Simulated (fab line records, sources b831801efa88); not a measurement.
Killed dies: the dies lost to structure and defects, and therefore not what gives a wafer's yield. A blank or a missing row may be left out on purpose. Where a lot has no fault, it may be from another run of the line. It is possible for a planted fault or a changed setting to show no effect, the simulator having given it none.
fab line records	flow gf180mcu
record: lots: 24	wafers: 72	last-day: 34
route steps=602 shown V3@433 M4@473 V4@499 MIM@510
lots that met no fault: from a run of the same line without faults
start-h: the number of hours between the record's first day and the start of the first shown wafer of the lot	wait-h: how many hours have passed since the lot's step before this one	" repeats the value in the row above	L1.1+2: a single row standing in for several wafers	- either no value or no given start	* or withheld: withheld	< > ~ a bound
route shown NAME@n: names a module that has steps shown in the file, with the first one's number in the route	usual: mean/standard deviation taken from wafers without a fault	same: alike in all rows	chamber/n: place in a boat	sites: readings site by site	_std_site: the standard deviation of these	_edge_site: inner sites' mean taken away from outer sites' mean	radius-mm: for every site, how far away it sits from the centre of the wafer	mask NAME#n: copy n	behind: the most recent tool/chamber to have shaped the wafer	hold: cause of the lot's hold/its duration in hours/its outcome	device: names the non-switching transistor (n, p or np)	end of line: tests run on the same wafers once the route is complete	a step given without rows: its recipe and nothing more	killed: dies lost to structure and defects at the first sort, not the wafer's yield	map: dies across one wafer; x = killed, . = not, _ = none there
set.NAME: the setting as run; set.NAME@STEP: as run at that earlier step	model.NAME: the simulator's own value behind a step, which no gauge read
route steps across a sampled set of lots; one table per step, one row per wafer
services: a tool's chamber out of use, with start hour (start-h, from the record's first day; less than 0 if before it), hours out, and reason
== steps ==
step: GF_V3_CMP_04
recipe: material: SiO2	down-force-psi: 4	platen-rpm: 60	pad-velocity-m-s: 0.94248
usual: motor-current-A: 12.3/0.54	retaining-ring-pressure-frac: 1.000/0.0046	time-to-endpoint-s: 78/6.3
lot.wafer	tool	chamber	start-h	wait-h	motor-current-A	retaining-ring-pressure-frac	time-to-endpoint-s
L074.3	cmp-01	0	498.33	0.1	12.1	1.001	78
L074.1	"	1	"	"	12.0	0.998	69
L074.5	"	2	"	"	12.9	0.998	83
L075.2	cmp-02	0	509.91	0.0	13.8	0.993	71
L075.3	"	3	"	"	12.0	1.005	76
L075.6	"	0	"	"	12.9	0.990	79
L077.3	cmp-01	3	511.33	0.1	11.8	1.000	77
L077.2	"	1	"	"	12.0	1.003	75
L077.5	"	2	"	"	13.0	0.998	88
L076.2	cmp-01	0	514.90	0.0	12.6	0.994	83
L076.3	"	2	"	"	12.0	1.000	81
L076.5	"	1	"	"	12.0	0.999	84
L078.1	cmp-02	0	527.88	0.1	12.2	0.997	68
L078.2	"	2	"	"	12.6	0.996	64
L078.5	"	1	"	"	12.8	0.993	80
L079.3	cmp-02	1	533.16	0.1	11.9	0.995	68
L079.5	"	1	"	"	12.5	0.997	72
L079.6	"	2	"	"	11.5	0.999	65
L080.4	cmp-01	0	546.37	0.1	12.8	1.002	82
L080.5	"	2	"	"	12.4	0.995	84
L080.6	"	3	"	"	12.5	1.004	86
L081.1	cmp-02	2	550.82	0.1	12.1	0.995	65
L081.3	"	0	"	"	13.4	1.006	69
L081.2	"	1	"	"	12.6	0.996	74
L082.2	cmp-01	2	566.52	0.0	12.3	0.995	84
L082.3	"	3	"	"	12.8	0.990	78
L082.6	"	2	"	"	12.5	1.005	90
L083.4	cmp-02	1	574.01	0.1	12.5	0.998	77
L083.6	"	0	"	"	12.7	0.998	76
L083.5	"	1	"	"	12.2	1.003	75
L084.4	cmp-01	1	579.26	0.1	11.7	0.992	83
L084.1	"	3	"	"	12.4	0.993	82
L084.5	"	0	"	"	11.7	0.996	84
L085.4	cmp-02	0	588.38	0.2	13.3	1.006	69
L085.1	"	1	"	"	11.3	0.994	68
L085.6	"	0	"	"	13.2	1.006	74
L086.1	cmp-01	2	596.45	0.1	12.1	1.002	79
L086.3	"	3	"	"	11.6	1.012	75
L086.2	"	1	"	"	11.3	1.002	76
L087.3	cmp-02	3	607.21	0.0	12.4	0.997	75
L087.5	"	3	"	"	12.3	1.000	71
L087.6	"	0	"	"	13.3	0.997	73
L089.4	cmp-02	1	620.70	0.1	12.6	1.006	85
L089.2	"	2	"	"	12.6	1.000	78
L089.6	"	0	"	"	12.5	1.002	84
L088.4	cmp-01	0	621.99	0.0	12.4	1.001	82
L088.2	"	1	"	"	12.0	1.004	77
L088.5	"	1	"	"	11.8	1.006	85
L091.3	cmp-01	1	634.85	0.0	11.6	1.006	78
L091.4	"	3	"	"	12.4	1.005	77
L091.2	"	0	"	"	11.7	1.007	78
L090.1	cmp-01	2	636.81	0.1	12.2	1.005	82
L090.2	"	0	"	"	12.2	1.006	76
L090.3	"	1	"	"	12.1	1.008	78
L092.3	cmp-01	3	646.42	0.1	12.9	1.000	77
L092.6	"	2	"	"	12.3	1.002	84
L092.5	"	3	"	"	12.9	1.008	82
L093.3	cmp-01	2	654.22	0.0	12.1	0.997	87
L093.2	"	1	"	"	12.2	0.989	75
L093.6	"	2	"	"	12.2	0.995	89
L095.1	cmp-01	3	656.70	0.1	12.9	0.998	78
L095.3	"	0	"	"	12.3	1.008	78
L095.5	"	3	"	"	12.8	1.007	80
L094.1	cmp-01	0	657.73	0.1	12.2	1.001	80
L094.3	"	1	"	"	12.1	1.007	81
L094.5	"	2	"	"	12.4	1.001	87
L096.3	cmp-01	1	667.78	0.1	12.0	0.994	77
L096.1	"	2	"	"	12.4	1.007	84
L096.5	"	0	"	"	11.4	0.994	87
L097.3	cmp-02	3	676.03	0.0	11.1	1.003	72
L097.2	"	0	"	"	13.4	1.001	73
L097.5	"	3	"	"	11.3	1.000	84
step: GF_M4_STRIP_17
recipe: chemistry: O2/N2	power-w: 1400	pressure-mtorr: 1500	platen-temp-c: 250	o2-flow-sccm: 3000	n2-flow-sccm: 300	overash-fraction: 0.5
usual: drypump-motor-current-A: 5.77/0.23	heater-power-w: 359/29	oes-product-au: 0.538/0.0048	strip-time-to-endpoint-s: 7.40/0.054
lot.wafer	tool	chamber	start-h	wait-h	drypump-motor-current-A	heater-power-w	oes-product-au	rf-hours-counter-h	strip-time-to-endpoint-s
L074.1	plasma-asher-03	0	546.43	0.1	5.60	347	0.537	42	7.40
L074.3	"	1	"	"	5.59	362	0.533	-	7.37
L074.5	"	1	"	"	5.60	365	0.533	-	7.36
L075.2	plasma-asher-03	0	557.07	0.1	5.59	354	0.545	43	7.31
L075.3	"	1	"	"	5.58	360	0.541	-	7.34
L075.6	"	1	"	"	5.60	358	0.533	-	7.36
L077.2	plasma-asher-04	1	558.78	0.1	5.55	327	0.545	73	7.39
L077.3	"	1	"	"	5.56	323	0.537	-	7.35
L077.5	"	0	"	"	6.12	361	0.532	-	7.38
L076.2	plasma-asher-03	1	562.94	0.1	5.57	361	0.535	43	7.43
L076.3	"	0	"	"	5.61	354	0.541	-	7.38
L076.5	"	0	"	"	5.60	357	0.535	-	7.45
L078.1	plasma-asher-03	1	575.07	0.2	5.58	366	0.536	45	7.41
L078.2	"	0	"	"	5.59	346	0.536	45	7.38
L078.5	"	0	"	"	5.60	342	0.528	-	7.41
L079.3	plasma-asher-04	0	580.37	0.1	6.11	359	0.538	-	7.37
L079.5	"	0	"	"	6.09	366	0.542	-	7.47
L079.6	"	1	"	"	5.54	321	0.536	-	7.36
L080.4	plasma-asher-03	0	593.31	0.1	5.59	344	0.533	-	7.36
L080.5	"	1	"	"	5.60	368	0.539	-	7.35
L080.6	"	0	"	"	5.60	339	0.532	-	7.40
L081.1	plasma-asher-03	0	596.63	0.1	5.61	349	0.529	47	7.26
L081.2	"	1	"	"	5.59	363	0.527	47	7.33
L081.3	"	1	"	"	5.61	371	0.535	-	7.33
L082.2	plasma-asher-04	0	611.53	0.1	6.07	364	0.538	78	7.32
L082.3	"	1	"	"	5.54	320	0.539	-	7.34
L082.6	"	1	"	"	5.56	325	0.536	-	7.35
L083.4	plasma-asher-02	1	618.87	0.1	5.99	423	0.536	-	7.37
L083.5	"	0	"	"	5.96	335	0.536	-	7.34
L083.6	"	1	"	"	6.01	426	0.533	-	7.34
L084.1	plasma-asher-03	1	624.29	0.1	5.57	353	0.540	50	7.52
L084.4	"	0	"	"	5.60	342	0.545	-	7.46
L084.5	"	1	"	"	5.58	365	0.544	-	7.43
L085.1	plasma-asher-03	0	632.73	0.1	5.59	346	0.538	51	7.40
L085.4	"	1	"	"	5.61	357	0.532	-	7.41
L085.6	"	0	"	"	5.60	344	0.537	-	7.41
L086.1	plasma-asher-04	1	639.43	0.1	5.55	335	0.541	81	7.38
L086.2	"	0	"	"	6.17	376	0.538	81	7.31
L086.3	"	1	"	"	5.56	316	0.533	-	7.36
L087.3	plasma-asher-04	1	650.32	0.1	5.55	326	0.542	-	7.45
L087.5	"	1	"	"	5.54	330	0.540	-	7.36
L087.6	"	0	"	"	6.12	366	0.530	-	7.33
L089.2	plasma-asher-04	1	663.09	0.1	5.54	318	0.529	84	7.39
L089.4	"	1	"	"	5.55	327	0.541	-	7.42
L089.6	"	1	"	"	5.57	326	0.534	-	7.40
L088.2	plasma-asher-02	0	664.84	0.1	5.98	333	0.548	26	7.50
L088.4	"	0	"	"	5.99	346	0.532	-	7.42
L088.5	"	1	"	"	6.05	425	0.538	-	7.50
L091.2	plasma-asher-03	1	676.53	0.1	5.57	357	0.538	55	7.44
L091.3	"	1	"	"	5.57	369	0.551	-	7.54
L091.4	"	0	"	"	5.60	346	0.537	-	7.46
L090.1	plasma-asher-02	1	678.04	0.1	6.05	420	0.539	28	7.45
L090.2	"	0	"	"	5.96	336	0.537	28	7.42
L090.3	"	1	"	"	6.00	414	0.544	-	7.41
L092.3	plasma-asher-02	0	687.36	0.1	5.97	342	0.534	-	7.41
L092.5	"	1	"	"	6.02	418	0.537	-	7.41
L092.6	"	0	"	"	5.98	340	0.538	-	7.44
L093.2	plasma-asher-03	0	694.08	0.1	5.60	349	0.537	57	7.36
L093.3	"	1	"	"	5.58	362	0.537	-	7.28
L093.6	"	1	"	"	5.58	362	0.531	-	7.33
L095.1	plasma-asher-02	0	697.18	0.1	5.96	339	0.546	30	7.39
L095.3	"	0	"	"	5.97	330	0.540	-	7.41
L095.5	"	0	"	"	5.97	335	0.530	-	7.39
L094.1	plasma-asher-04	1	698.68	0.1	5.55	319	0.536	87	7.43
L094.3	"	1	"	"	5.56	332	0.536	-	7.46
L094.5	"	1	"	"	5.56	330	0.543	-	7.47
L096.1	plasma-asher-04	0	707.64	0.1	6.15	368	0.540	88	7.37
L096.3	"	0	"	"	6.14	377	0.539	-	7.41
L096.5	"	1	"	"	5.55	343	0.533	-	7.43
L097.2	plasma-asher-02	0	715.18	0.1	5.99	336	0.534	31	7.37
L097.3	"	0	"	"	5.97	338	0.536	-	7.35
L097.5	"	1	"	"	6.01	429	0.538	-	7.39
step: GF_V4_CVD_23
recipe: material: W	target-thk-nm: 350	time-s: 104.9	temp-c: 400	pressure-torr: 40
usual: heater-power-w: 822/70
lot.wafer	tool	chamber	start-h	wait-h	heater-power-w
L074.1	cvd-w-02	1	571.00	0.0	699
L074.3	"	1	"	"	702
L074.5	"	0	"	"	911
L075.2	cvd-w-01	0	581.51	0.1	795
L075.3	"	0	"	"	814
L075.6	"	0	"	"	806
L077.2	cvd-w-02	0	582.87	0.0	923
L077.3	"	0	"	"	929
L077.5	"	1	"	"	699
L076.2	cvd-w-02	1	586.61	0.0	689
L076.3	"	0	"	"	921
L076.5	"	1	"	"	702
L078.1	cvd-w-01	0	598.33	0.0	823
L078.2	"	1	"	"	854
L078.5	"	0	"	"	808
L079.3	cvd-w-01	0	604.05	0.1	826
L079.5	"	1	"	"	821
L079.6	"	0	"	"	814
L080.4	cvd-w-01	1	617.04	0.1	854
L080.5	"	0	"	"	822
L080.6	"	1	"	"	848
L081.1	cvd-w-02	0	619.71	0.0	928
L081.2	"	1	"	"	711
L081.3	"	0	"	"	932
L082.2	cvd-w-01	0	634.57	0.0	805
L082.3	"	0	"	"	793
L082.6	"	1	"	"	839
L083.4	cvd-w-01	0	641.30	0.1	799
L083.5	"	1	"	"	829
L083.6	"	0	"	"	796
L084.1	cvd-w-01	0	646.51	0.0	800
L084.4	"	0	"	"	810
L084.5	"	1	"	"	875
L085.1	cvd-w-01	1	655.52	0.0	851
L085.4	"	1	"	"	854
L085.6	"	0	"	"	804
L086.1	cvd-w-01	1	661.81	0.0	829
L086.2	"	0	"	"	818
L086.3	"	1	"	"	848
L087.3	cvd-w-02	0	672.51	0.1	922
L087.5	"	1	"	"	715
L087.6	"	0	"	"	913
L089.2	cvd-w-01	1	684.36	0.0	855
L089.4	"	0	"	"	796
L089.6	"	1	"	"	855
L088.2	cvd-w-02	1	686.36	0.0	698
L088.4	"	0	"	"	912
L088.5	"	0	"	"	933
L091.2	cvd-w-01	1	697.61	0.0	844
L091.3	"	0	"	"	806
L091.4	"	1	"	"	857
L090.1	cvd-w-01	0	699.49	0.0	796
L090.2	"	1	"	"	841
L090.3	"	0	"	"	810
L092.3	cvd-w-02	1	708.30	0.1	712
L092.5	"	0	"	"	912
L092.6	"	1	"	"	716
L093.2	cvd-w-01	1	714.27	0.0	841
L093.3	"	1	"	"	848
L093.6	"	1	"	"	850
L095.1	cvd-w-02	0	717.06	0.0	926
L095.3	"	0	"	"	940
L095.5	"	1	"	"	719
L094.1	cvd-w-02	1	718.97	0.0	705
L094.3	"	0	"	"	958
L094.5	"	0	"	"	934
L096.1	cvd-w-01	0	727.92	0.0	813
L096.3	"	1	"	"	858
L096.5	"	1	"	"	841
L097.2	cvd-w-01	1	734.38	0.0	853
L097.3	"	0	"	"	785
L097.5	"	0	"	"	813
step: GF_V4_RS_MEAS_24
recipe: thk-meas-gauge: four-point-probe	reads: W_of_V4_CVD_23+TiN_of_V4_SPUTTER_22+Ti_of_V4_SPUTTER_21
usual: V4_W_RS: 0.328/0.0032
lot.wafer	tool	chamber	start-h	wait-h	V4_W_RS[ohm/sq]
L074.1	film-metro-04	-	571.12	0.1	0.327
L074.3	"	-	"	"	0.330
L074.5	"	-	"	"	0.331
L075.2	film-metro-04	-	581.72	0.2	0.327
L075.3	"	-	"	"	0.325
L075.6	"	-	"	"	0.331
L077.2	film-metro-02	-	583.00	0.1	0.326
L077.3	"	-	"	"	0.327
L077.5	"	-	"	"	0.326
L076.2	film-metro-04	-	586.75	0.1	0.328
L076.3	"	-	"	"	0.326
L076.5	"	-	"	"	0.329
L078.1	film-metro-01	-	598.44	0.1	0.331
L078.2	"	-	"	"	0.326
L078.5	"	-	"	"	0.330
L079.3	film-metro-02	-	604.16	0.1	0.324
L079.5	"	-	"	"	0.325
L079.6	"	-	"	"	0.321
L080.4	film-metro-04	-	617.18	0.1	0.325
L080.5	"	-	"	"	0.325
L080.6	"	-	"	"	0.325
L081.1	film-metro-02	-	619.82	0.1	0.329
L081.2	"	-	"	"	0.331
L081.3	"	-	"	"	0.329
L082.2	film-metro-04	-	634.70	0.1	0.325
L082.3	"	-	"	"	0.326
L082.6	"	-	"	"	0.328
L083.4	film-metro-02	-	641.43	0.1	0.325
L083.5	"	-	"	"	0.331
L083.6	"	-	"	"	0.327
L084.1	film-metro-04	-	646.62	0.1	0.326
L084.4	"	-	"	"	0.324
L084.5	"	-	"	"	0.325
L085.1	film-metro-04	-	655.63	0.1	0.333
L085.4	"	-	"	"	0.334
L085.6	"	-	"	"	0.330
L086.1	film-metro-04	-	661.93	0.1	0.324
L086.2	"	-	"	"	0.326
L086.3	"	-	"	"	0.325
L087.3	film-metro-01	-	672.62	0.1	0.331
L087.5	"	-	"	"	0.333
L087.6	"	-	"	"	0.330
L089.2	film-metro-01	-	684.49	0.1	0.325
L089.4	"	-	"	"	0.321
L089.6	"	-	"	"	0.325
L088.2	film-metro-04	-	686.49	0.1	0.332
L088.4	"	-	"	"	0.330
L088.5	"	-	"	"	0.333
L091.2	film-metro-04	-	697.74	0.1	0.330
L091.3	"	-	"	"	0.331
L091.4	"	-	"	"	0.336
L090.1	film-metro-01	-	699.61	0.1	0.325
L090.2	"	-	"	"	0.330
L090.3	"	-	"	"	0.326
L092.3	film-metro-01	-	708.42	0.1	0.332
L092.5	"	-	"	"	0.328
L092.6	"	-	"	"	0.332
L093.2	film-metro-04	-	714.40	0.1	0.336
L093.3	"	-	"	"	0.329
L093.6	"	-	"	"	0.331
L095.1	film-metro-01	-	717.17	0.1	0.325
L095.3	"	-	"	"	0.325
L095.5	"	-	"	"	0.325
L094.1	film-metro-04	-	719.08	0.1	0.324
L094.3	"	-	"	"	0.325
L094.5	"	-	"	"	0.326
L096.1	film-metro-01	-	728.03	0.1	0.326
L096.3	"	-	"	"	0.334
L096.5	"	-	"	"	0.330
L097.2	film-metro-04	-	734.51	0.1	0.333
L097.3	"	-	"	"	0.327
L097.5	"	-	"	"	0.329
step: GF_MIM_SPUTTER_07
recipe: material: TiN	target-thk-nm: 60	power-w: 6500	time-s: 50	chamber-pressure-pa: 0.4
usual: throttle-valve-pct: 29.5/0.98
lot.wafer	tool	chamber	start-h	wait-h	throttle-valve-pct
L074.1	pvd-sputter-02	-	571.95	0.1	28.5
L074.3	"	-	"	"	31.4
L074.5	"	-	"	"	29.2
L075.2	pvd-sputter-02	-	582.49	0.0	31.4
L075.3	"	-	"	"	29.3
L075.6	"	-	"	"	31.3
L077.2	pvd-sputter-04	-	583.78	0.0	29.5
L077.3	"	-	"	"	28.0
L077.5	"	-	"	"	28.8
L076.2	pvd-sputter-04	-	587.52	0.0	28.4
L076.3	"	-	"	"	29.2
L076.5	"	-	"	"	29.5
L078.1	pvd-sputter-02	-	599.23	0.1	28.4
L078.2	"	-	"	"	29.3
L078.5	"	-	"	"	31.3
L079.3	pvd-sputter-02	-	605.02	0.0	31.4
L079.5	"	-	"	"	31.3
L079.6	"	-	"	"	29.4
L080.4	pvd-sputter-02	-	617.91	0.0	29.3
L080.5	"	-	"	"	29.5
L080.6	"	-	"	"	28.4
L081.1	pvd-sputter-04	-	620.62	0.1	29.1
L081.2	"	-	"	"	29.4
L081.3	"	-	"	"	28.1
L082.2	pvd-sputter-02	-	635.77	0.0	30.6
L082.3	"	-	"	"	31.5
L082.6	"	-	"	"	29.1
L083.4	pvd-sputter-03	-	642.17	0.0	28.6
L083.5	"	-	"	"	28.6
L083.6	"	-	"	"	30.1
L084.1	pvd-sputter-04	-	647.42	0.1	29.0
L084.4	"	-	"	"	29.5
L084.5	"	-	"	"	29.0
L085.1	pvd-sputter-03	-	656.43	0.1	29.8
L085.4	"	-	"	"	29.0
L085.6	"	-	"	"	30.1
L086.1	pvd-sputter-03	-	662.72	0.1	29.9
L086.2	"	-	"	"	29.9
L086.3	"	-	"	"	28.7
L087.3	pvd-sputter-03	-	673.38	0.0	29.8
L087.5	"	-	"	"	30.0
L087.6	"	-	"	"	29.7
L089.2	pvd-sputter-03	-	685.27	0.0	29.8
L089.4	"	-	"	"	28.7
L089.6	"	-	"	"	28.4
L088.2	pvd-sputter-04	-	687.27	0.0	29.9
L088.4	"	-	"	"	28.8
L088.5	"	-	"	"	29.5
L091.2	pvd-sputter-02	-	698.52	0.0	30.8
L091.3	"	-	"	"	29.4
L091.4	"	-	"	"	31.4
L090.1	pvd-sputter-04	-	700.40	0.1	29.4
L090.2	"	-	"	"	29.1
L090.3	"	-	"	"	28.0
L092.3	pvd-sputter-02	-	709.17	0.0	28.3
L092.5	"	-	"	"	29.5
L092.6	"	-	"	"	31.5
L093.2	pvd-sputter-03	-	715.18	0.0	28.6
L093.3	"	-	"	"	29.8
L093.6	"	-	"	"	28.8
L095.1	pvd-sputter-02	-	717.97	0.1	29.2
L095.3	"	-	"	"	31.0
L095.5	"	-	"	"	31.2
L094.1	pvd-sputter-04	-	719.88	0.1	28.7
L094.3	"	-	"	"	28.3
L094.5	"	-	"	"	28.3
L096.1	pvd-sputter-02	-	728.83	0.1	28.3
L096.3	"	-	"	"	31.2
L096.5	"	-	"	"	31.5
L097.2	pvd-sputter-02	-	735.52	0.0	31.2
L097.3	"	-	"	"	29.2
L097.5	"	-	"	"	28.4
step: GF_MIM_THK_MEAS_11
recipe: thk-meas-gauge: xrf	reads: AlCu_of_MIM_SPUTTER_08
usual: MIM_ALCU_THK: 200.6/2.2
lot.wafer	tool	chamber	start-h	wait-h	MIM_ALCU_THK[nm]
L074.1	film-metro-03	-	572.17	0.1	200.3
L074.3	"	-	"	"	203.3
L074.5	"	-	"	"	198.3
L075.2	film-metro-04	-	582.72	0.1	201.0
L075.3	"	-	"	"	198.6
L075.6	"	-	"	"	201.4
L077.2	film-metro-03	-	584.01	0.1	199.1
L077.3	"	-	"	"	199.2
L077.5	"	-	"	"	198.7
L076.2	film-metro-02	-	587.75	0.1	202.6
L076.3	"	-	"	"	201.0
L076.5	"	-	"	"	202.1
L078.1	film-metro-02	-	599.45	0.1	202.9
L078.2	"	-	"	"	201.2
L078.5	"	-	"	"	203.9
L079.3	film-metro-02	-	605.26	0.1	201.9
L079.5	"	-	"	"	200.9
L079.6	"	-	"	"	196.4
L080.4	film-metro-03	-	618.16	0.1	200.9
L080.5	"	-	"	"	198.1
L080.6	"	-	"	"	200.7
L081.1	film-metro-04	-	620.84	0.1	202.8
L081.2	"	-	"	"	205.3
L081.3	"	-	"	"	202.1
L082.2	film-metro-03	-	636.00	0.1	201.9
L082.3	"	-	"	"	203.4
L082.6	"	-	"	"	201.2
L083.4	film-metro-02	-	642.42	0.1	197.9
L083.5	"	-	"	"	196.7
L083.6	"	-	"	"	199.5
L084.1	film-metro-02	-	647.64	0.1	196.7
L084.4	"	-	"	"	200.9
L084.5	"	-	"	"	196.3
L085.1	film-metro-04	-	656.65	0.1	200.8
L085.4	"	-	"	"	199.2
L085.6	"	-	"	"	200.9
L086.1	film-metro-04	-	662.94	0.1	201.8
L086.2	"	-	"	"	200.7
L086.3	"	-	"	"	200.6
L087.3	film-metro-04	-	673.62	0.1	200.3
L087.5	"	-	"	"	200.4
L087.6	"	-	"	"	201.9
L089.2	film-metro-03	-	685.50	0.1	202.6
L089.4	"	-	"	"	201.5
L089.6	"	-	"	"	202.9
L088.2	film-metro-03	-	687.50	0.1	201.2
L088.4	"	-	"	"	200.2
L088.5	"	-	"	"	200.4
L091.2	film-metro-04	-	698.75	0.1	201.5
L091.3	"	-	"	"	199.8
L091.4	"	-	"	"	201.3
L090.1	film-metro-04	-	700.62	0.1	199.3
L090.2	"	-	"	"	197.0
L090.3	"	-	"	"	199.6
L092.3	film-metro-02	-	709.41	0.1	201.0
L092.5	"	-	"	"	199.8
L092.6	"	-	"	"	201.0
L093.2	film-metro-04	-	715.41	0.1	200.6
L093.3	"	-	"	"	196.4
L093.6	"	-	"	"	196.3
L095.1	film-metro-04	-	718.19	0.1	204.9
L095.3	"	-	"	"	206.1
L095.5	"	-	"	"	207.1
L094.1	film-metro-03	-	720.10	0.1	198.2
L094.3	"	-	"	"	198.0
L094.5	"	-	"	"	197.8
L096.1	film-metro-03	-	729.05	0.1	204.5
L096.3	"	-	"	"	202.6
L096.5	"	-	"	"	202.5
L097.2	film-metro-04	-	735.75	0.1	203.1
L097.3	"	-	"	"	198.9
L097.5	"	-	"	"	203.0
== services ==
tool	chamber	start-h	hours	kind
plasma-asher-03	-	476.37	2.8	pm
cmp-01	-	479.92	3.2	pm
cvd-w-02	-	482.86	14.6	pm
cmp-02	-	490.79	1.3	repair
plasma-asher-03	-	495.15	13.1	repair
cvd-w-01	-	505.29	2.8	pm
cmp-01	-	508.23	0.8	repair
cmp-01	-	520.74	15.4	pm
pvd-sputter-02	-	531.79	3.8	repair
cvd-w-01	-	537.87	1.3	repair
cvd-w-01	-	548.04	14.6	pm
cmp-01	-	557.71	1.2	repair
cmp-01	-	559.27	1.8	repair
cvd-w-01	1	563.43	18.1	repair
cmp-01	-	572.00	4.0	pm
cmp-01	-	592.73	0.5	repair
cmp-01	-	603.18	2.7	repair
cmp-01	-	605.84	7.8	pm
plasma-asher-03	-	633.45	2.0	repair
cvd-w-01	-	643.17	1.0	repair
cmp-01	-	665.76	0.9	repair
cmp-01	-	679.38	0.4	repair
cmp-01	-	681.45	0.5	repair
pvd-sputter-02	-	695.77	1.9	repair
== key ==
fault none
